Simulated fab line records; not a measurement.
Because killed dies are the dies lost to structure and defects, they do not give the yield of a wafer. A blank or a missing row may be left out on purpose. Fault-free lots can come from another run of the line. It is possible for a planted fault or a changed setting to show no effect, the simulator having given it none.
Which of the tools did it? :: flow sfqLine :: 14 lots, 42 wafers sampled, at 2 steps of a route of 325

== WHAT THE GAUGES SHOWED, per wafer ==
SFQ_JJ_RS_MEAS_929: measures by four-point-probe.
lot: L502
measured: day 60 12:33
on: filmMetro-03
JJ_NB_RS (ohm/sq): 1.054 1.062 1.063

lot: L503
measured: day 60 19:44
on: filmMetro-03
JJ_NB_RS (ohm/sq): 1.053 1.045 1.053

lot: L504
measured: day 60 23:22
on: filmMetro-02
JJ_NB_RS (ohm/sq): 1.054 1.061 1.056

lot: L507
measured: day 61 22:55
on: filmMetro-02
JJ_NB_RS (ohm/sq): 1.046 1.041 1.056

lot: L510
measured: day 63 14:18
on: filmMetro-03
JJ_NB_RS (ohm/sq): 1.052 1.055 1.057

lot: L511
measured: day 63 20:20
on: filmMetro-01
JJ_NB_RS (ohm/sq): 1.064 1.058 1.061

lot: L512
measured: day 64 03:32
on: filmMetro-02
JJ_NB_RS (ohm/sq): 1.046 1.056 1.055

lot: L515
measured: day 66 17:09
on: filmMetro-03
JJ_NB_RS (ohm/sq): 1.062 1.068 1.064

lot: L516
measured: day 66 18:22
on: filmMetro-01
JJ_NB_RS (ohm/sq): 1.056 1.744 1.057

lot: L519
measured: day 66 21:57
on: filmMetro-02
JJ_NB_RS (ohm/sq): 1.049 1.708 1.039

lot: L520
measured: day 66 23:10
on: filmMetro-01
JJ_NB_RS (ohm/sq): 1.036 1.038 1.024

lot: L521
measured: day 67 00:23
on: filmMetro-02
JJ_NB_RS (ohm/sq): 1.054 1.056 1.051

lot: L523
measured: day 67 02:45
on: filmMetro-03
JJ_NB_RS (ohm/sq): 1.041 1.040 1.043

lot: L524
measured: day 67 03:57
on: filmMetro-01
JJ_NB_RS (ohm/sq): 1.049 1.044 1.047

== WHICH TOOL RAN EACH LOT (tool, then ch and the chambers of the sampled wafers, then the start) ==
lot: L502
SFQ_TRILAYER_JJ_TRILAYER_DEP_SPUTTER_112: pvdSputter-03, day 60 12:28

lot: L503
SFQ_TRILAYER_JJ_TRILAYER_DEP_SPUTTER_112: pvdSputter-04, day 60 19:40

lot: L504
SFQ_TRILAYER_JJ_TRILAYER_DEP_SPUTTER_112: pvdSputter-03, day 60 23:16

lot: L507
SFQ_TRILAYER_JJ_TRILAYER_DEP_SPUTTER_112: pvdSputter-03, day 61 22:50

lot: L510
SFQ_TRILAYER_JJ_TRILAYER_DEP_SPUTTER_112: pvdSputter-04, day 63 14:13

lot: L511
SFQ_TRILAYER_JJ_TRILAYER_DEP_SPUTTER_112: pvdSputter-04, day 63 20:13

lot: L512
SFQ_TRILAYER_JJ_TRILAYER_DEP_SPUTTER_112: pvdSputter-03, day 64 03:25

lot: L515
SFQ_TRILAYER_JJ_TRILAYER_DEP_SPUTTER_112: pvdSputter-03, day 66 17:04

lot: L516
SFQ_TRILAYER_JJ_TRILAYER_DEP_SPUTTER_112: pvdSputter-04, day 66 18:16

lot: L519
SFQ_TRILAYER_JJ_TRILAYER_DEP_SPUTTER_112: pvdSputter-04, day 66 21:52

lot: L520
SFQ_TRILAYER_JJ_TRILAYER_DEP_SPUTTER_112: pvdSputter-05, day 66 23:04

lot: L521
SFQ_TRILAYER_JJ_TRILAYER_DEP_SPUTTER_112: pvdSputter-03, day 67 00:16

lot: L523
SFQ_TRILAYER_JJ_TRILAYER_DEP_SPUTTER_112: pvdSputter-05, day 67 02:40

lot: L524
SFQ_TRILAYER_JJ_TRILAYER_DEP_SPUTTER_112: pvdSputter-03, day 67 03:52
- SFQ_TRILAYER_JJ_TRILAYER_DEP_SPUTTER_112: material Nb, target thk 170 nm, time 113.3 s.

== AS READ BY THE TOOLS THEMSELVES (means over the sampled wafers that have a number; for cases with no such wafer, the mark the record gives instead) ==
SFQ_TRILAYER_JJ_TRILAYER_DEP_SPUTTER_112.
lot: L502
tool: pvdSputter-03
chamberPressurePa (Pa): 0.13313
throttleValvePct (%): 29.4

lot: L503
tool: pvdSputter-04
chamberPressurePa (Pa): 0.13335
throttleValvePct (%): 29.6

lot: L504
tool: pvdSputter-03
chamberPressurePa (Pa): 0.13324
throttleValvePct (%): 29.5

lot: L507
tool: pvdSputter-03
chamberPressurePa (Pa): 0.13339
throttleValvePct (%): 29.2

lot: L510
tool: pvdSputter-04
chamberPressurePa (Pa): 0.13340
throttleValvePct (%): 29.0

lot: L511
tool: pvdSputter-04
chamberPressurePa (Pa): 0.13338
throttleValvePct (%): 28.8

lot: L512
tool: pvdSputter-03
chamberPressurePa (Pa): 0.13357
throttleValvePct (%): 29.9

lot: L515
tool: pvdSputter-03
chamberPressurePa (Pa): 0.13313
throttleValvePct (%): 29.3

lot: L516
tool: pvdSputter-04
chamberPressurePa (Pa): 0.13350
throttleValvePct (%): 29.7

lot: L519
tool: pvdSputter-04
chamberPressurePa (Pa): 0.13333
throttleValvePct (%): 29.2

lot: L520
tool: pvdSputter-05
chamberPressurePa (Pa): 0.13346
throttleValvePct (%): 30.1

lot: L521
tool: pvdSputter-03
chamberPressurePa (Pa): 0.13336
throttleValvePct (%): 29.4

lot: L523
tool: pvdSputter-05
chamberPressurePa (Pa): 0.13313
throttleValvePct (%): 29.7

lot: L524
tool: pvdSputter-03
chamberPressurePa (Pa): 0.13326
throttleValvePct (%): 30.2

== THE ANSWER, worked out from the rows above alone ==
Rule: the lots themselves supply what counts as usual. The widest of any qualifying gaps counts: lots, ordered by their means at a reading, are off when they make up no more than a third of the lots, leave a main group of 4 or more, and stand apart from it by 3 or more times the standard deviation of that group's means. A main group whose means are all the same, to the digits that the tables above print for the reading, isn't used. Also off: a lot with no number at a reading for which 4 or more lots have one. The other lots that the step has rows for count as sound. First the gauges in route order, then the tools' own readings, where a lot's mean is used as printed above. At the first step where some lot is off, the reading lying furthest off is the one used; lots without a number count as furthest.
Off: L516, L519, at SFQ_JJ_RS_MEAS_929 (JJ_NB_RS). Main group: mean 1.052 ohm/sq, sd 0.0085.
If a tool, at a process step before that reading, ran all the lots that are off and no sound lot after the first of them, it fits. Gauges at SFQ_JJ_RS_MEAS_929: tried the same way as those tools. One fits: pvdSputter-04 at SFQ_TRILAYER_JJ_TRILAYER_DEP_SPUTTER_112. Its last sound lot is L511 (day 63 20:13), its first lot that is off L516 (day 66 18:16): a fault that began between those two fits.

== WHAT THE SIMULATOR PUT IN ==
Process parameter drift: pvdSputter-04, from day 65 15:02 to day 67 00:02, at SFQ_TRILAYER_JJ_TRILAYER_DEP_SPUTTER_112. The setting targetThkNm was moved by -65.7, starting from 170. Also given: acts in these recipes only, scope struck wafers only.
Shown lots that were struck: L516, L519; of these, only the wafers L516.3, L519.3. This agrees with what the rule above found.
